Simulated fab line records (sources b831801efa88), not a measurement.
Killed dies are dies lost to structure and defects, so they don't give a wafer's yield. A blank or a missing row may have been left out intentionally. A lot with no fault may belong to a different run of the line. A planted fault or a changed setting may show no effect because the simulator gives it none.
Matching of chambers | flow gf180mcu | GF_V2_CMP_04 on cmp-02 has 4 sister chambers
The step polishes SiO2. 14 wafers are shown with their chamber, then 7 later ones without.

## WAFERS PAIRED WITH THEIR CHAMBERS
wafer  | chamber | motor current A (A) | time to endpoint s (s)
L247.1 | 1       | 14.1                | 78
L247.4 | 3       | 11.9                | 82
L247.5 | 2       | 13.2                | 79
L248.1 | 2       | 13.2                | 79
L248.4 | 0       | 12.2                | 83
L248.5 | 3       | 12.0                | 85
L253.1 | 1       | 14.6                | 71
L253.2 | 2       | 14.0                | 78
L253.5 | 0       | 11.9                | 79
L258.1 | 1       | 14.1                | 96
L258.2 | 0       | 12.4                | 92
L258.4 | 3       | 12.5                | 97
L267.1 | 2       | 14.1                | 74
L267.2 | 3       | 12.2                | 76

SIGNATURES (means of the wafers above)
reading            | chamber 0 | chamber 1 | chamber 2 | chamber 3 | scatter within a chamber
motor current A    | 12.167    | 14.267    | 13.625    | 12.150    | 0.351
time to endpoint s | 84.67     | 81.67     | 77.50     | 85.00     | 8.2
Rule: distance of a wafer from a chamber = root of the sum over the readings of ((wafer's reading minus chamber's mean) / reading's scatter) squared. The wafer belongs to the nearest chamber; if the next one is less than 2 further off, it can't be placed. How the scatter is found: for the shown wafers, subtract from each reading the mean of its chamber, square and add these, divide the total by (wafers less chambers), then take the root.

## WAFERS MISSING THEIR CHAMBER
wafer  | motor current A (A) | time to endpoint s (s)
L267.5 | 13.8                | 82
L269.1 | 14.1                | 69
L269.2 | 13.5                | 75
L269.4 | 12.3                | 78
L270.2 | 14.0                | 70
L270.3 | 12.2                | 80
L270.4 | 12.8                | 75

## WHICH CHAMBER EACH ONE RAN IN
wafer  | from the rows above          | in truth
L267.5 | can't be placed: 2 or 1      | 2
L269.1 | can't be placed: 1 or 2      | 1
L269.2 | can't be placed: 2 or 1      | 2
L269.4 | can't be placed: 0 or 3      | 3
L270.2 | can't be placed: 2 or 1      | 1
L270.3 | can't be placed: 0 or 3      | 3
L270.4 | can't be placed: 0 or 3 or 2 | 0
Correct placement for 0 of the 7. Not placeable from these rows: 7 (in 7, the candidates include the true chamber). Number placed wrongly: 0.
